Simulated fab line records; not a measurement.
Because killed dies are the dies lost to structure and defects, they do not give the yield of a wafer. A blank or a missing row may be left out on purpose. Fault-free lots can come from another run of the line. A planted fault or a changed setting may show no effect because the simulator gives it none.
8D (eight disciplines) problem report, filled in by code    flow gf180mcu    the parts of the form that need people (team, actions taken, sign-off) are left out

## 1. PROBLEM STATEMENT
HV_LDD_2_TW at GF_HV_LDD_TW_MEAS_23 reads a mean of 1817 on 6 wafers of 2 lots; wafers without a fault read 1049 with a standard deviation of 5.1. That is +99 or more standard deviations from the usual mean.
The first sign was on wafer L305.2 at day 11 22:58, on film-metro-01. Wafers with a number at this step in the record: 36, from 12 lots. Rule for "out", or "out of limits": more than 4 standard deviations from the usual mean. All remaining wafers that have a number are taken as sound.

## 2. WHAT THIS IS AND IS NOT
question                     is                            is not
which readings at this step  HV_LDD_2_TW                   -
which lots                   L305, L306                    L301, L304, L314, L315, L316, L317, L320, L322, L323, L324
which wafers of those lots   all that have a number        -
read on which gauges         film-metro-01, film-metro-02  film-metro-04
when                         from day 11 22:58             up to then (6 sound wafers); but 24 sound wafers of L314, L315, L316, L317, L320, L322, L323, L324 came after

## 3. THE SUSPECTS, EACH WITH WHAT RULES IT OUT
Counting: a tool stays on the suspect list if, at a process step up to the reading, it processed all lots that are out and no sound lot following the first of them.
- ruled out: the gauge at GF_HV_LDD_TW_MEAS_23. Those wafers that are out were read across 2 gauges (film-metro-01, film-metro-02).
- implanter-02 at GF_HV_LDD_IMPLANT_21: ruled out as a lasting fault. Sound lots L316, L322, L323, L324 ran on it after its first lot that is out, L305 (day 11 22:44).
Left after counting: nothing in the record.

## 4. THE CAUSE (what the simulator had put in)
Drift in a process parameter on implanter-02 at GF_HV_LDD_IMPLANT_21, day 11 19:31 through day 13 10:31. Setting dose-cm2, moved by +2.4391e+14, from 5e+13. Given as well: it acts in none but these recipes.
The count ruled it out by mistake, since the rule takes a fault to strike every lot its tool runs from the start of the fault on, and this one did not do so.

## 5. SEQUENCE OF EFFECTS, ordered by route
Each row: a reading where the mean over the struck wafers with a number is more than 3 standard deviations away from the usual. Only readings for which the record gives a usual standard deviation are gone through. hours: the time from each lot's start at the first step in this table that gives one to its start at this step, as a median over the lots. sigmas: the change in usual standard deviations.
hours  step                  reading             usual      on struck wafers  change      sigmas
0      GF_HV_LDD_IMPLANT_21  beam-on-s           9.98 s     25.56             +15.58      +82
0      GF_HV_LDD_IMPLANT_21  dose-ions-cm2       5.002e+13  2.940e+14         +2.439e+14  +99 or more
0      GF_HV_LDD_IMPLANT_21  faraday-current-uA  282        650               +368        +68
0      GF_HV_LDD_TW_MEAS_23  HV_LDD_2_TW         1049       1817              +768        +99 or more
It contains these process steps:
- GF_HV_LDD_IMPLANT_21
Later steps that measure or inspect, where all struck wafers having a row at the step show a number for every such reading and not one has moved that far: GF_MIM_RS_MEAS_10.

## 6. HOW IT WOULD HAVE BEEN CAUGHT EARLIER
In this record the first reading out of limits at a measuring or inspecting step was taken at day 11 22:58, 3 hours after the fault began at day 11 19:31.
The tool's own readings at GF_HV_LDD_IMPLANT_21 were out on every struck wafer that the step has a row for (beam-on-s, dose-ions-cm2, faraday-current-uA): an alarm limit on them would have fired on the first of those.
